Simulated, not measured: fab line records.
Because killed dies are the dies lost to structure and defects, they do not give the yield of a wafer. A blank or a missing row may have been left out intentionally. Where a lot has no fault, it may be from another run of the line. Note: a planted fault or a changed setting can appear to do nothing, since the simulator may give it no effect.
fab line records ; flow gf180mcu
record: lots: 6; wafers: 18; lastDay: 34
route steps=602 shown V1@346
lots untouched by any fault: they come from a run of this same line in which no faults occurred
startH: start of the lot's first displayed wafer, in hours after the record's first day ; waitH: time in hours since the lot's previous step ; " unchanged from the row above ; L1.1+2: a single row standing in for several wafers ; - no value, or no start was given ; * or withheld: withheld ; < > ~ a bound
route shown NAME@n: a module of which the file shows steps, and the number in the route of the first ; usual: the fault-free wafers' mean and standard deviation ; same: alike in all rows ; chamber/n: place in a boat ; sites: readings site by site ; _std_site: how widely they spread, as a standard deviation ; _edge_site: mean of outer sites minus mean of inner sites ; radiusMm: for every site, how far away it sits from the centre of the wafer ; mask NAME#n: copy n ; behind: the most recent tool/chamber to have shaped the wafer ; hold: the reason the lot was held/the length of the hold in hours/how it ended ; device: transistor that didn't switch, given as n, p or np ; end of line: at the end of the route, the tests of the same wafers ; for a step that has no rows: nothing shown but its recipe ; killed: the dies lost at the first sort to structure and to defects; this is not the yield of the wafer ; map: shows each die of a wafer: x if killed, . if not, _ if none is there
set.NAME: setting as actually run; set.NAME@STEP: the setting as run at that earlier step ; model.NAME: the simulator's own value behind a step, which no gauge read
lots at selected steps of the route; one table per step, one row per wafer
services: a tool's chamber out of use, with start hour (startH, from the record's first day; less than 0 if before it), hours out, and reason
== steps ==
step: GF_V1_EXPOSE_11
recipe: maskId: Via1; targetCdNm: 260; na: 0.68; sourceShape: conventional; sigmaOuter: 0.6; doseMj: 38
step: GF_V1_PEB_12
recipe: pebTempC: 135; pebTimeS: 90; resist: KrF
step: GF_V1_DEVELOP_13
recipe: developTimeS: 60; resist: KrF; devTempC: 21
step: GF_V1_CD_MEAS_14
recipe: targetCdNm: 260
usual: cdNm: 260.3/1.2
lot.wafer;tool;chamber;startH;waitH;cdNm
L222.2;cdSem-01;-;409.18;0.1;262.0
L222.3;cdSem-01;-;409.18;0.1;259.6
L222.5;cdSem-01;-;409.18;0.1;261.1
L227.2;cdSem-01;-;459.58;0.1;260.2
L227.3;cdSem-01;-;459.58;0.1;260.9
L227.4;cdSem-01;-;459.58;0.1;258.1
L240.2;cdSem-01;-;565.98;0.1;259.3
L240.3;cdSem-01;-;565.98;0.1;259.7
L240.4;cdSem-01;-;565.98;0.1;261.3
L241.1;cdSem-02;-;577.81;0.1;259.3
L241.3;cdSem-02;-;577.81;0.1;260.0
L241.5;cdSem-02;-;577.81;0.1;260.0
L242.4;cdSem-01;-;585.27;0.1;262.5
L242.5;cdSem-01;-;585.27;0.1;262.4
L242.6;cdSem-01;-;585.27;0.1;260.9
L245.1;cdSem-01;-;603.66;0.1;260.6
L245.2;cdSem-01;-;603.66;0.1;259.7
L245.5;cdSem-01;-;603.66;0.1;260.3
step: GF_V1_OVL_MEAS_15
usual: V1_OVL: -1/4.7
lot.wafer;tool;chamber;startH;waitH;V1_OVL[nm]
L222.2;overlay-01;-;409.29;0.1;3
L222.3;overlay-01;-;409.29;0.1;8
L222.5;overlay-01;-;409.29;0.1;0
L227.2;overlay-02;-;459.69;0.1;2
L227.3;overlay-02;-;459.69;0.1;-6
L227.4;overlay-02;-;459.69;0.1;-6
L240.2;overlay-02;-;566.08;0.1;-4
L240.3;overlay-02;-;566.08;0.1;-2
L240.4;overlay-02;-;566.08;0.1;-1
L241.1;overlay-02;-;577.93;0.1;-1
L241.3;overlay-02;-;577.93;0.1;3
L241.5;overlay-02;-;577.93;0.1;4
L242.4;overlay-01;-;585.35;0.1;-3
L242.5;overlay-01;-;585.35;0.1;-1
L242.6;overlay-01;-;585.35;0.1;-3
L245.1;overlay-02;-;603.78;0.1;-2
L245.2;overlay-02;-;603.78;0.1;-1
L245.5;overlay-02;-;603.78;0.1;-1
step: GF_V1_ETCH_16
recipe: chemistry: N2/H2; targetDepthA: withheld; overetchA: withheld; timeS: withheld; target: BARC; ionEnergyEv: 200; sourceW: 500; biasW: 100; pressureMtorr: 30; n2FlowSccm: 100; h2FlowSccm: 200
usual: drypumpMotorCurrentA: 5.7/0.36; oesProductAu: 0.855/0.0047; throttleValvePct: 13.223/0.0088
lot.wafer;tool;chamber;startH;waitH;drypumpMotorCurrentA;oesProductAu;throttleValvePct
L222.2;rieDiel-02;1;409.32;0.0;5.6;0.846;13.213
L222.3;rieDiel-02;0;409.32;0.0;5.5;0.852;13.231
L222.5;rieDiel-02;2;409.32;0.0;5.4;0.854;13.231
L227.2;rieDiel-01;0;459.72;0.0;5.4;0.864;13.228
L227.3;rieDiel-01;1;459.72;0.0;5.8;0.857;13.218
L227.4;rieDiel-01;2;459.72;0.0;5.6;0.863;13.220
L240.2;rieDiel-03;3;566.11;0.0;5.0;0.859;13.221
L240.3;rieDiel-03;0;566.11;0.0;5.8;0.858;13.211
L240.4;rieDiel-03;2;566.11;0.0;6.5;0.852;13.223
L241.1;rieDiel-03;3;577.97;0.0;5.0;0.856;13.221
L241.3;rieDiel-03;0;577.97;0.0;5.8;0.853;13.221
L241.5;rieDiel-03;3;577.97;0.0;5.0;0.855;13.223
L242.4;rieDiel-03;0;585.39;0.0;5.8;0.856;13.222
L242.5;rieDiel-03;1;585.39;0.0;6.1;0.849;13.237
L242.6;rieDiel-03;3;585.39;0.0;5.0;0.843;13.215
L245.1;rieDiel-01;0;603.82;0.0;5.4;0.854;13.233
L245.2;rieDiel-01;3;603.82;0.0;5.9;0.849;13.228
L245.5;rieDiel-01;3;603.82;0.0;5.9;0.854;13.222
step: GF_V1_ETCH_17
recipe: chemistry: C4F8/O2/Ar; maskMaterial: KrF; target: SiO2; stopOn: TiN; sourceW: 1500; biasW: 1200; pressureMtorr: 40; c4f8FlowSccm: withheld; O2_flow_sccm: 6; Ar_flow_sccm: 300; timeS: withheld; targetDepthA: 6300
usual: oesProductAu: 0.856/0.0049
lot.wafer;tool;chamber;startH;waitH;oesProductAu
L222.2;rieDiel-02;1;-;-;0.847
L222.3;rieDiel-02;0;-;-;0.862
L222.5;rieDiel-02;2;-;-;0.863
L227.2;rieDiel-01;0;-;-;0.856
L227.3;rieDiel-01;1;-;-;0.854
L227.4;rieDiel-01;2;-;-;0.846
L240.2;rieDiel-03;3;-;-;0.860
L240.3;rieDiel-03;0;-;-;0.858
L240.4;rieDiel-03;2;-;-;0.850
L241.1;rieDiel-03;3;-;-;0.848
L241.3;rieDiel-03;0;-;-;0.859
L241.5;rieDiel-03;3;-;-;0.856
L242.4;rieDiel-03;0;-;-;0.849
L242.5;rieDiel-03;1;-;-;0.861
L242.6;rieDiel-03;3;-;-;0.853
L245.1;rieDiel-01;0;-;-;0.853
L245.2;rieDiel-01;3;-;-;0.858
L245.5;rieDiel-01;3;-;-;0.858
step: GF_V1_STRIP_18
recipe: chemistry: O2/N2; powerW: 1400; pressureMtorr: 1500; platenTempC: 250; o2FlowSccm: 3000; n2FlowSccm: 300; overashFraction: 0.5
usual: drypumpMotorCurrentA: 5.7/0.36; heaterPowerW: 347/22; o2FlowSccm: 3001/8.5; oesProductAu: 0.592/0.0047
lot.wafer;tool;chamber;startH;waitH;drypumpMotorCurrentA;heaterPowerW;o2FlowSccm;oesProductAu;rfHoursCounterH
L222.2;plasmaAsher-02;1;409.45;-;5.7;351;2997;0.586;30
L222.3;plasmaAsher-02;0;409.45;-;6.3;320;2986;0.596;-
L222.5;plasmaAsher-02;0;409.45;-;6.3;323;2993;0.592;-
L227.2;plasmaAsher-03;1;459.85;-;5.4;333;2988;0.594;62
L227.3;plasmaAsher-03;1;459.85;-;5.4;340;2995;0.585;-
L227.4;plasmaAsher-03;0;459.85;-;5.7;331;2991;0.590;-
L240.2;plasmaAsher-03;0;566.24;-;5.7;335;2999;0.591;73
L240.3;plasmaAsher-03;1;566.24;-;5.4;337;2998;0.587;-
L240.4;plasmaAsher-03;0;566.24;-;5.7;328;3006;0.592;-
L241.1;plasmaAsher-02;1;578.09;-;5.7;351;3012;0.587;46
L241.3;plasmaAsher-02;1;578.09;-;5.7;347;3000;0.602;-
L241.5;plasmaAsher-02;0;578.09;-;6.4;318;3013;0.594;-
L242.4;plasmaAsher-03;0;585.53;-;5.7;342;2997;0.598;-
L242.5;plasmaAsher-03;0;585.53;-;5.8;328;3004;0.594;-
L242.6;plasmaAsher-03;1;585.53;-;5.3;339;3000;0.591;-
L245.1;plasmaAsher-03;0;603.94;-;5.7;335;2990;0.586;77
L245.2;plasmaAsher-03;1;603.94;-;5.4;336;2997;0.587;77
L245.5;plasmaAsher-03;0;603.94;-;5.7;327;2985;0.594;-
step: GF_V1_STRIP_19
recipe: chemistry: postEtchResidueRemover; timeS: 1200; tempC: 72.5
step: GF_V1_CLEAN_20
recipe: chemistry: DIW; dry: n2Spin
step: GF_V1_SPUTTER_21
recipe: material: Ti; targetThkNm: 15; chamberPressurePa: 5; powerW: 2500; substrateTempC: 200; timeS: 80.02
usual: cathodeDcPowerW: 2500.0/0.45; throttleValvePct: 29.8/1.1
same: timeS: 80.02
lot.wafer;tool;chamber;startH;waitH;cathodeDcPowerW;throttleValvePct
L222.2;pvdSputter-01;-;410.39;0.0;2500.3;31.1
L222.3;pvdSputter-01;-;410.39;0.0;2499.8;29.7
L222.5;pvdSputter-01;-;410.39;0.0;2500.1;30.1
L227.2;pvdSputter-03;-;460.38;0.0;2500.3;29.9
L227.3;pvdSputter-03;-;460.38;0.0;2499.3;30.1
L227.4;pvdSputter-03;-;460.38;0.0;2500.3;31.4
L240.2;pvdSputter-04;-;566.77;0.0;2500.2;30.1
L240.3;pvdSputter-04;-;566.77;0.0;2500.4;30.5
L240.4;pvdSputter-04;-;566.77;0.0;2500.5;30.7
L241.1;pvdSputter-01;-;578.63;0.0;2499.5;28.6
L241.3;pvdSputter-01;-;578.63;0.0;2500.2;30.8
L241.5;pvdSputter-01;-;578.63;0.0;2499.9;30.0
L242.4;pvdSputter-03;-;586.15;0.0;2500.2;30.2
L242.5;pvdSputter-03;-;586.15;0.0;2500.7;30.2
L242.6;pvdSputter-03;-;586.15;0.0;2500.4;29.9
L245.1;pvdSputter-01;-;604.48;0.0;2500.6;28.1
L245.2;pvdSputter-01;-;604.48;0.0;2500.1;30.6
L245.5;pvdSputter-01;-;604.48;0.0;2500.1;30.7
step: GF_V1_SPUTTER_22
recipe: material: TiN; targetThkNm: 10; chamberPressurePa: 5; powerW: 4000; timeS: 40
usual: cathodeDcPowerW: 3999.9/0.7; throttleValvePct: 29.8/1.1
same: timeS: 40
lot.wafer;tool;chamber;startH;waitH;cathodeDcPowerW;throttleValvePct
L222.2;pvdSputter-01;-;410.45;0.0;3999.4;30.5
L222.3;pvdSputter-01;-;410.45;0.0;3999.9;29.9
L222.5;pvdSputter-01;-;410.45;0.0;4000.1;30.0
L227.2;pvdSputter-03;-;460.44;0.0;3999.0;30.0
L227.3;pvdSputter-03;-;460.44;0.0;3999.7;30.2
L227.4;pvdSputter-03;-;460.44;0.0;4000.0;31.3
L240.2;pvdSputter-04;-;566.84;0.0;3999.5;30.0
L240.3;pvdSputter-04;-;566.84;0.0;3998.2;30.6
L240.4;pvdSputter-04;-;566.84;0.0;4000.1;30.5
L241.1;pvdSputter-01;-;578.69;0.0;4000.4;28.2
L241.3;pvdSputter-01;-;578.69;0.0;3999.1;30.8
L241.5;pvdSputter-01;-;578.69;0.0;4000.4;30.4
L242.4;pvdSputter-03;-;586.21;0.0;3999.3;29.9
L242.5;pvdSputter-03;-;586.21;0.0;4000.3;30.4
L242.6;pvdSputter-03;-;586.21;0.0;3999.7;29.7
L245.1;pvdSputter-01;-;604.54;0.0;4000.0;28.6
L245.2;pvdSputter-01;-;604.54;0.0;3999.7;30.5
L245.5;pvdSputter-01;-;604.54;0.0;3999.6;30.7
step: GF_V1_CVD_23
recipe: material: W; targetThkNm: 350; timeS: 105.05; tempC: 400; pressureTorr: 40
usual: heaterPowerW: 881/180
lot.wafer;tool;chamber;startH;waitH;heaterPowerW;model.W_of_V1_CVD_23.thkNm
L222.2;cvdW-02;0;410.49;0.0;1117;353.7
L222.3;cvdW-02;1;410.49;0.0;738;369.5
L222.5;cvdW-02;1;410.49;0.0;749;369.3
L227.2;cvdW-02;0;460.48;0.0;1133;358.6
L227.3;cvdW-02;1;460.48;0.0;755;375
L227.4;cvdW-02;0;460.48;0.0;1088;354.9
L240.2;cvdW-02;0;566.87;0.0;1111;359.5
L240.3;cvdW-02;0;566.87;0.0;1101;326.9
L240.4;cvdW-02;1;566.87;0.0;739;371.2
L241.1;cvdW-02;0;578.73;0.0;1151;345.8
L241.3;cvdW-02;1;578.73;0.0;768;329.9
L241.5;cvdW-02;0;578.73;0.0;1092;347.2
L242.4;cvdW-01;0;586.29;0.1;790;352.1
L242.5;cvdW-01;0;586.29;0.1;785;352
L242.6;cvdW-01;1;586.29;0.1;695;349.1
L245.1;cvdW-01;1;604.58;0.0;680;348
L245.2;cvdW-01;0;604.58;0.0;800;347.1
L245.5;cvdW-01;1;604.58;0.0;702;348.8
step: GF_V1_RS_MEAS_24
recipe: thkMeasGauge: four-point-probe; reads: W_of_V1_CVD_23+TiN_of_V1_SPUTTER_22+Ti_of_V1_SPUTTER_21
usual: V1_W_RS: 0.320/0.0093
lot.wafer;tool;chamber;startH;waitH;V1_W_RS[ohm/sq]
L222.2;filmMetro-01;-;410.63;0.1;0.324
L222.3;filmMetro-01;-;410.63;0.1;0.310
L222.5;filmMetro-01;-;410.63;0.1;0.309
L227.2;filmMetro-01;-;460.61;0.1;0.320
L227.3;filmMetro-01;-;460.61;0.1;0.305
L227.4;filmMetro-01;-;460.61;0.1;0.323
L240.2;filmMetro-03;-;567.01;0.1;0.319
L240.3;filmMetro-03;-;567.01;0.1;0.352
L240.4;filmMetro-03;-;567.01;0.1;0.309
L241.1;filmMetro-03;-;578.84;0.1;0.331
L241.3;filmMetro-03;-;578.84;0.1;0.348
L241.5;filmMetro-03;-;578.84;0.1;0.331
L242.4;filmMetro-01;-;586.42;0.1;0.325
L242.5;filmMetro-01;-;586.42;0.1;0.325
L242.6;filmMetro-01;-;586.42;0.1;0.328
L245.1;filmMetro-03;-;604.69;0.1;0.329
L245.2;filmMetro-03;-;604.69;0.1;0.330
L245.5;filmMetro-03;-;604.69;0.1;0.328
step: GF_V1_THK_MEAS_25
recipe: thkMeasGauge: xrf; reads: W_of_V1_CVD_23
usual: V1_W_THK: 363/11
lot.wafer;tool;chamber;startH;waitH;V1_W_THK[nm]
L222.2;filmMetro-01;-;410.74;0.1;357
L222.3;filmMetro-01;-;410.74;0.1;374
L222.5;filmMetro-01;-;410.74;0.1;371
L227.2;filmMetro-01;-;460.72;0.1;359
L227.3;filmMetro-01;-;460.72;0.1;376
L227.4;filmMetro-01;-;460.72;0.1;354
L240.2;filmMetro-03;-;567.12;0.1;366
L240.3;filmMetro-03;-;567.12;0.1;335
L240.4;filmMetro-03;-;567.12;0.1;378
L241.1;filmMetro-03;-;578.96;0.1;350
L241.3;filmMetro-03;-;578.96;0.1;334
L241.5;filmMetro-03;-;578.96;0.1;350
L242.4;filmMetro-01;-;586.51;0.1;353
L242.5;filmMetro-01;-;586.51;0.1;354
L242.6;filmMetro-01;-;586.51;0.1;350
L245.1;filmMetro-03;-;604.81;0.1;352
L245.2;filmMetro-03;-;604.81;0.1;353
L245.5;filmMetro-03;-;604.81;0.1;355
step: GF_V1_CMP_26
recipe: stopOn: SiO2; downForcePsi: 3.5; platenRpm: 60; tOverpolishS: 15; targetThkNm: 0; padVelocityMS: 0.94248
== services ==
tool;chamber;startH;hours;kind
cvdW-01;-;390.00;14.0;pm
rieDiel-01;2;400.59;3.6;repair
rieDiel-03;-;401.67;1.0;repair
rieDiel-01;-;401.68;2.8;pm
cvdW-01;-;404.00;6.9;pm
plasmaAsher-02;-;409.71;8.7;repair
rieDiel-01;1;434.84;7.8;repair
pvdSputter-04;-;440.78;1.9;repair
rieDiel-03;2;441.77;3.4;repair
cvdW-01;-;449.50;16.8;repair
cvdW-01;1;453.51;11.9;repair
plasmaAsher-02;-;463.96;2.3;repair
cvdW-01;-;469.46;2.1;repair
cvdW-01;1;472.15;18.2;repair
plasmaAsher-02;-;521.08;2.7;repair
rieDiel-01;3;523.11;1.6;repair
pvdSputter-01;-;528.52;4.2;repair
cvdW-02;-;530.55;0.7;repair
rieDiel-02;0;533.32;11.6;repair
rieDiel-02;3;534.65;7.4;repair
rieDiel-03;2;571.31;25.2;repair
rieDiel-01;0;572.73;14.5;repair
rieDiel-03;-;597.31;14.6;pm
cvdW-02;1;599.36;24.5;repair
== key ==
firstSign: step: GF_V1_RS_MEAS_24; reading: V1_W_RS; direction: up; sigmas: 3.2; usual: 0.320; struck: 0.350
effect: step: GF_V1_THK_MEAS_25; reading: V1_W_THK; direction: down; sigmas: 2.7; usual: 363; struck: 334
modelEffect: step: GF_V1_CVD_23; value: W_of_V1_CVD_23.thkNm; without: 359.8; struck: 328.4
metAt GF_V1_CVD_23
struckWafers L240.3,L241.3
onsetBetween 460.48 566.87
fault: kind: processParameterDrift; tool: cvdW-02; chamber: -; onsetH: 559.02; steps: GF_V1_CVD_23; channel: targetThkNm; offset: -30.8; shape: step; endH: 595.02; scope: struckWafersOnly; actsIn: theseRecipesOnly; stated: 350
